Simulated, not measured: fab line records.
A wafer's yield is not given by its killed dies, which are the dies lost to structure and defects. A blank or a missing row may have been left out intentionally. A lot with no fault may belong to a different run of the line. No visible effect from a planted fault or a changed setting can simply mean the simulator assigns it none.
Which of the tools did it?	flow gf180mcu	72 wafers from 24 lots sampled at 4 of the route's 602 steps

WHAT EACH GAUGE READ, for each wafer
GF_V4_THK_MEAS_25: measures by xrf.
lot	measured	on	V4_W_THK (nm)
L074	day 24 09:56	film-metro-02	356 353 360
L075	day 24 12:11	film-metro-01	348 349 347
L076	day 25 08:02	film-metro-03	346 341 341
L077	day 25 10:51	film-metro-03	349 348 349
L078	day 25 23:07	film-metro-01	357 351 353
L079	day 26 01:05	film-metro-01	355 353 358
L080	day 26 12:32	film-metro-03	344 344 344
L081	day 27 01:02	film-metro-02	348 355 356
L082	day 27 04:07	film-metro-01	351 353 354
L083	day 27 08:24	film-metro-01	358 349 358
L084	day 28 00:04	film-metro-02	351 352 349
L085	day 28 04:34	film-metro-03	352 344 351
L086	day 28 14:54	film-metro-03	342 347 349
L087	day 28 20:07	film-metro-01	361 354 355
L088	day 29 06:04	film-metro-01	354 351 356
L089	day 29 13:49	film-metro-01	349 349 348
L090	day 29 19:55	film-metro-03	354 352 360
L091	day 29 22:58	film-metro-03	355 356 359
L092	day 30 09:34	film-metro-01	345 350 351
L093	day 30 13:11	film-metro-01	353 354 353
L094	day 30 17:47	film-metro-03	355 359 358
L095	day 30 22:03	film-metro-01	346 350 348
L096	day 31 05:39	film-metro-02	348 352 353
L097	day 31 13:11	film-metro-03	360 358 357

GF_MIM_THK_MEAS_11: measures by xrf.
lot	measured	on	MIM_ALCU_THK (nm)
L074	day 24 10:50	film-metro-01	201.9 200.4 201.6
L075	day 24 13:04	film-metro-01	199.4 201.8 199.1
L076	day 25 08:56	film-metro-01	200.7 198.3 198.5
L077	day 25 11:44	film-metro-02	204.4 201.5 199.0
L078	day 26 00:00	film-metro-02	202.7 199.6 202.2
L079	day 26 01:58	film-metro-02	202.3 202.4 203.1
L080	day 26 13:25	film-metro-02	203.6 200.4 201.1
L081	day 27 01:56	film-metro-02	204.9 204.7 203.0
L082	day 27 05:00	film-metro-01	205.7 201.5 204.6
L083	day 27 09:17	film-metro-02	200.7 201.7 200.3
L084	day 28 00:57	film-metro-01	204.1 202.7 204.2
L085	day 28 05:28	film-metro-01	204.8 205.2 203.6
L086	day 28 15:48	film-metro-01	201.7 199.4 201.8
L087	day 28 21:01	film-metro-01	201.3 201.7 201.2
L088	day 29 06:57	film-metro-01	202.5 199.7 202.8
L089	day 29 14:48	film-metro-02	202.9 203.2 204.9
L090	day 29 20:49	film-metro-02	202.3 200.1 200.6
L091	day 29 23:52	film-metro-04	205.6 201.2 203.4
L092	day 30 10:28	film-metro-02	200.1 199.6 199.2
L093	day 30 14:05	film-metro-02	200.3 199.5 203.4
L094	day 30 18:46	film-metro-01	206.0 205.1 201.8
L095	day 30 23:00	film-metro-04	199.1 200.4 197.4
L096	day 31 06:32	film-metro-02	201.8 202.0 200.2
L097	day 31 14:05	film-metro-01	201.9 204.4 203.0

TOOL THAT RAN EACH LOT (tool first, then ch and the chambers of the sampled wafers, then the start)
lot	GF_M4_SPUTTER_00	GF_MIM_SPUTTER_02
L074	pvd-sputter-04, day 22 09:29	pvd-sputter-02, day 24 10:25
L075	pvd-sputter-02, day 22 12:04	pvd-sputter-02, day 24 12:40
L076	pvd-sputter-02, day 23 08:11	pvd-sputter-03, day 25 08:31
L077	pvd-sputter-03, day 23 11:04	pvd-sputter-02, day 25 11:20
L078	pvd-sputter-03, day 24 01:21	pvd-sputter-03, day 25 23:35
L079	pvd-sputter-04, day 24 03:11	pvd-sputter-01, day 26 01:34
L080	pvd-sputter-02, day 24 15:08	pvd-sputter-03, day 26 13:01
L081	pvd-sputter-02, day 25 03:46	pvd-sputter-01, day 27 01:31
L082	pvd-sputter-04, day 25 07:55	pvd-sputter-01, day 27 04:36
L083	pvd-sputter-03, day 25 11:06	pvd-sputter-01, day 27 08:53
L084	pvd-sputter-04, day 26 04:05	pvd-sputter-02, day 28 00:32
L085	pvd-sputter-02, day 26 08:19	pvd-sputter-02, day 28 05:04
L086	pvd-sputter-03, day 26 20:52	pvd-sputter-01, day 28 15:24
L087	pvd-sputter-03, day 27 01:34	pvd-sputter-03, day 28 20:35
L088	pvd-sputter-03, day 27 11:41	pvd-sputter-03, day 29 06:33
L089	pvd-sputter-03, day 27 21:37	pvd-sputter-01, day 29 14:24
L090	pvd-sputter-02, day 28 02:10	pvd-sputter-02, day 29 20:23
L091	pvd-sputter-03, day 28 05:14	pvd-sputter-01, day 29 23:28
L092	pvd-sputter-02, day 28 17:40	pvd-sputter-03, day 30 10:03
L093	pvd-sputter-04, day 28 20:40	pvd-sputter-01, day 30 13:41
L094	pvd-sputter-04, day 29 01:13	pvd-sputter-01, day 30 18:22
L095	pvd-sputter-02, day 29 05:14	pvd-sputter-02, day 30 22:35
L096	pvd-sputter-04, day 29 14:04	pvd-sputter-02, day 31 06:08
L097	pvd-sputter-03, day 29 21:11	pvd-sputter-02, day 31 13:38
- GF_M4_SPUTTER_00: material Ti, target thk 37.5 nm, time 150 s.
- GF_MIM_SPUTTER_02: material AlCu, target thk 450 nm, time 23.9 s.

AS READ BY THE TOOLS THEMSELVES (means over the sampled wafers that have a number; for cases with no such wafer, the mark the record gives instead)
GF_M4_SPUTTER_00.
lot	tool	chamber-pressure-pa (Pa)	throttle-valve-pct (%)
L074	pvd-sputter-04	1.997	30.3
L075	pvd-sputter-02	2.001	30.3
L076	pvd-sputter-02	2.002	30.7
L077	pvd-sputter-03	1.997	30.6
L078	pvd-sputter-03	2.002	31.0
L079	pvd-sputter-04	2.004	30.8
L080	pvd-sputter-02	2.002	30.6
L081	pvd-sputter-02	2.002	30.6
L082	pvd-sputter-04	1.995	30.4
L083	pvd-sputter-03	1.991	30.5
L084	pvd-sputter-04	1.999	30.5
L085	pvd-sputter-02	2.006	29.7
L086	pvd-sputter-03	1.998	29.7
L087	pvd-sputter-03	1.999	30.0
L088	pvd-sputter-03	2.003	31.3
L089	pvd-sputter-03	2.003	30.9
L090	pvd-sputter-02	1.998	30.0
L091	pvd-sputter-03	1.999	30.7
L092	pvd-sputter-02	1.998	30.4
L093	pvd-sputter-04	2.001	30.3
L094	pvd-sputter-04	2.000	30.4
L095	pvd-sputter-02	1.999	30.0
L096	pvd-sputter-04	2.001	30.3
L097	pvd-sputter-03	2.002	31.1

GF_MIM_SPUTTER_02.
lot	tool	chamber-pressure-pa (Pa)	throttle-valve-pct (%)
L074	pvd-sputter-02	0.4002	30.4
L075	pvd-sputter-02	0.3999	30.6
L076	pvd-sputter-03	0.4009	29.7
L077	pvd-sputter-02	0.3999	30.7
L078	pvd-sputter-03	0.3996	30.1
L079	pvd-sputter-01	0.4000	29.8
L080	pvd-sputter-03	0.3997	30.5
L081	pvd-sputter-01	0.3998	30.2
L082	pvd-sputter-01	0.4003	29.9
L083	pvd-sputter-01	0.4001	30.8
L084	pvd-sputter-02	0.4004	30.1
L085	pvd-sputter-02	0.3997	30.4
L086	pvd-sputter-01	0.4003	30.4
L087	pvd-sputter-03	0.4001	29.7
L088	pvd-sputter-03	0.4008	29.4
L089	pvd-sputter-01	0.4005	30.7
L090	pvd-sputter-02	0.4001	29.8
L091	pvd-sputter-01	0.4002	30.5
L092	pvd-sputter-03	0.4001	30.2
L093	pvd-sputter-01	0.3994	30.0
L094	pvd-sputter-01	0.4002	30.6
L095	pvd-sputter-02	0.4008	30.4
L096	pvd-sputter-02	0.4004	30.5
L097	pvd-sputter-02	0.4001	29.7

THE ANSWER, worked out from the rows above alone
Rule: the lots themselves supply what counts as usual. Put in order of their means at a reading, lots are off if they are a third of the lots or fewer, leave a main group of 4 or more, and stand apart from it by a gap of 3 or more times the standard deviation of the main group's means; of several such gaps the widest counts. Not used: any main group whose means are identical at the precision the tables above print for the reading. Also off: a lot with no number at a reading for which 4 or more lots have one. Where the step has rows for the other lots, those lots are counted as sound. First the gauges in route order, then the tools' own readings, where a lot's mean is used as printed above. The first step at which some lot is off is used, and at that step the reading that is off furthest; a lot without a number counts as furthest.
No lot is off on any of the readings shown, so nothing can be concluded from this.

WHAT THE SIMULATOR HAD PUT IN
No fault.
